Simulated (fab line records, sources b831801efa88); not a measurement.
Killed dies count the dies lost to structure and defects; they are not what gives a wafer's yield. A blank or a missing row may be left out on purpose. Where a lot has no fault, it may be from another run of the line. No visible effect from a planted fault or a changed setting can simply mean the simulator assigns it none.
Which of the tools did it? ; flow sky130 ; route of 708 steps, sampled at 1 step: 12 lots, 36 wafers

WHAT THE GAUGES SHOWED, per wafer
SKY_CONTACT_BOW_MEAS_05.
lot;measured;on;CONTACT_BOW (um)
L075;day 30 22:20;film metro-01;82 84 84
L077;day 31 10:04;film metro-01;89 77 78
L079;day 32 02:27;film metro-03;92 89 89
L081;day 33 06:22;film metro-03;92 79 77
L083;day 33 10:26;film metro-04;79 82 83
L085;day 34 01:31;film metro-04;86 79 76
L087;day 34 22:31;film metro-04;98 97 100
L089;day 35 06:38;film metro-04;82 79 77
L091;day 36 00:43;film metro-03;84 75 83
L093;day 36 09:37;film metro-03;76 72 79
L095;day 37 03:37;film metro-03;70 79 84
L097;day 37 14:49;film metro-01;87 79 86

WHAT TOOL EACH LOT RAN ON (gives the tool, then ch and the chambers of the sampled wafers, and finally the start)
Record: no process step prior to these readings.

THE ANSWER, worked out from the rows above alone
Rule: the usual values come from the lots themselves. Put in order of their means at a reading, lots are off if they are a third of the lots or fewer, leave a main group of 4 or more, and stand apart from it by a gap of 3 or more times the standard deviation of the main group's means; of several such gaps the widest counts. The tables above print the reading to a certain number of digits; a main group whose means all agree to those digits is not used. Also off: a lot with no number at a reading for which 4 or more lots have one. Any other lot the step has rows for is counted as sound.
No lot is off on any of the readings shown, so nothing can be concluded from this.

WHAT THE SIMULATOR PUT IN
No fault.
